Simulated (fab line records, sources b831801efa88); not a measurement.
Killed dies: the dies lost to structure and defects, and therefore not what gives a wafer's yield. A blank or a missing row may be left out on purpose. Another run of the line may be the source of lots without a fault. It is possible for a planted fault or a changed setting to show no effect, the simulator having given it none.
Which tool did it?    flow sky130    42 wafers from 14 lots sampled at 2 of the route's 708 steps

== WHAT THE GAUGES SHOWED, per wafer ==
No reading from a measuring or inspecting step in the record can be judged against a usual standard deviation.

== EACH LOT AND THE TOOL THAT RAN IT (in order: tool; ch and the chambers of the sampled wafers; start) ==
lot   SKY_POLY_CUT_ETCH_11                SKY_PAD_OPEN_PROBE_99
L299  rie diel-02 ch 1,2, day 23 20:40    prober-01, day 45 09:49
L300  rie diel-02 ch 1,2, day 24 10:43    prober-02, day 45 19:46
L302  rie diel-01 ch 0,1, day 25 10:29    prober-02, day 46 10:50
L303  rie diel-01 ch 0,1, day 25 21:14    prober-01, day 46 19:32
L304  rie diel-02 ch 0,2,3, day 26 03:55  prober-02, day 47 02:37
L305  rie diel-01 ch 1,3, day 26 16:08    prober-01, day 47 11:35
L307  rie diel-01 ch 0,1, day 27 08:46    prober-01, day 47 22:54
L308  rie diel-02 ch 0,1, day 27 13:25    prober-02, day 47 23:48
L309  rie diel-01 ch 0,1,3, day 27 21:23  prober-01, day 48 04:57
L310  rie diel-02 ch 1,2, day 28 04:28    prober-02, day 48 10:30
L312  rie diel-01 ch 0,1,3, day 29 02:28  prober-02, day 49 00:00
L317  rie diel-01 ch 0,3, day 30 14:38    prober-01, day 50 00:58
L318  rie diel-01 ch 0,2,3, day 30 22:43  prober-02, day 50 02:46
L321  rie diel-02 ch 0,3, day 31 19:05    prober-01, day 50 17:58
- SKY_POLY_CUT_ETCH_11: etches Si3N4 in CF4/CH2F2/Ar, stops on poly-Si, time 42.5 s, target depth 60 nm.
- SKY_PAD_OPEN_PROBE_99

== WHAT THE TOOLS THEMSELVES READ (means of the sampled wafers that have a number; where no wafer has one, the mark that the record gives instead) ==
SKY_POLY_CUT_ETCH_11. Usual: drypump motor current A 5.5 A, standard deviation 0.33; oes product au 0.829 a.u., standard deviation 0.0074; throttle valve pct 14.994 %, standard deviation 0.0088.
lot   tool         drypump motor current A (A)  oes product au (a.u.)  throttle valve pct (%)  flag
L299  rie diel-02  5.5                          0.819                  14.997                  
L300  rie diel-02  5.5                          0.834                  14.990                  
L302  rie diel-01  5.3                          0.824                  14.993                  
L303  rie diel-01  5.2                          0.838                  14.991                  
L304  rie diel-02  5.7                          0.824                  14.995                  
L305  rie diel-01  5.2                          0.824                  14.994                  
L307  rie diel-01  5.2                          0.832                  14.992                  
L308  rie diel-02  5.5                          0.830                  14.992                  
L309  rie diel-01  5.2                          0.836                  14.992                  
L310  rie diel-02  5.5                          0.836                  14.988                  
L312  rie diel-01  5.2                          0.828                  14.997                  
L317  rie diel-01  5.3                          0.744                  14.982                  OFF
L318  rie diel-01  5.5                          0.741                  14.989                  OFF
L321  rie diel-02  5.7                          0.816                  14.984                  

SKY_PAD_OPEN_PROBE_99. Usual: killed_at_M0_to_M3 43, standard deviation 6.7; killed_at_M4_up 3.2, standard deviation 1.8; killed at contacts 24, standard deviation 4.8; killed at front end 16, standard deviation 4.2; killed at other 0.3, standard deviation 0.56; killed dies 86, standard deviation 8.5; killed on rim 17, standard deviation 3.9; killed open 47, standard deviation 6.7; killed short 39, standard deviation 6.
lot   tool       killed_at_M0_to_M3  killed_at_M4_up  killed at contacts  killed at front end  killed at other  killed dies  killed on rim  killed open  killed short  flag
L299  prober-01  39                  4.0              27                  15                   0.0              85           17             46           39            
L300  prober-02  40                  3.0              23                  18                   0.3              85           18             42           43            
L302  prober-02  42                  3.3              20                  18                   0.0              83           16             49           34            
L303  prober-01  45                  2.7              18                  18                   0.7              84           16             46           39            
L304  prober-02  41                  2.7              25                  15                   0.0              84           18             44           40            
L305  prober-01  51                  3.7              22                  15                   1.0              92           16             45           47            
L307  prober-01  46                  4.7              27                  12                   0.0              90           19             52           37            
L308  prober-02  53                  4.3              25                  10                   0.0              92           19             53           38            
L309  prober-01  44                  2.7              19                  12                   0.3              78           14             41           37            
L310  prober-02  45                  4.0              25                  14                   0.7              89           16             46           43            
L312  prober-02  53                  3.3              27                  18                   0.3              102          17             54           48            
L317  prober-01  46                  2.3              22                  422                  0.7              492          96             46           41            OFF
L318  prober-02  46                  3.0              28                  415                  0.0              492          96             49           48            OFF
L321  prober-01  44                  3.3              24                  11                   0.0              82           17             41           41            

== THE ANSWER, worked out from the rows above alone ==
Rule: a lot counts as off when the mean over its wafers that have a number is more than 3 standard deviations away from the usual mean. Also off: a lot with no number at a reading for which 4 or more lots have one. The other lots that the step has rows for count as sound. After the gauges, taken in route order, come the tools' own readings; for these a lot's mean is taken, as printed above. At the first step where some lot is off, the reading lying furthest off is the one used; lots without a number count as furthest.
Off at SKY_POLY_CUT_ETCH_11 (oes product au): L317, L318.
If a tool, at that step or one of the process steps before it, ran each lot that is off and ran no sound lot following the first of them, it fits. One fits: rie diel-01 at SKY_POLY_CUT_ETCH_11. A fault onset in the window from L312 (day 29 02:28, its last sound lot) to L317 (day 30 14:38, its first lot off) fits.
The tool's own readings at SKY_POLY_CUT_ETCH_11 bear it out: on the lots that are off they differ by more than 5 times the standard deviation of the sound lots' means. oes product au reads 0.742 a.u. there against 0.828 a.u. on the sound lots.

== WHAT THE SIMULATOR PUT IN ==
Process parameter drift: rie diel-01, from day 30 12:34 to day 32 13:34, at SKY_POLY_CUT_ETCH_11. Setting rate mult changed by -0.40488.
Shown lots that were struck: L317, L318. The rule above reached the same finding.
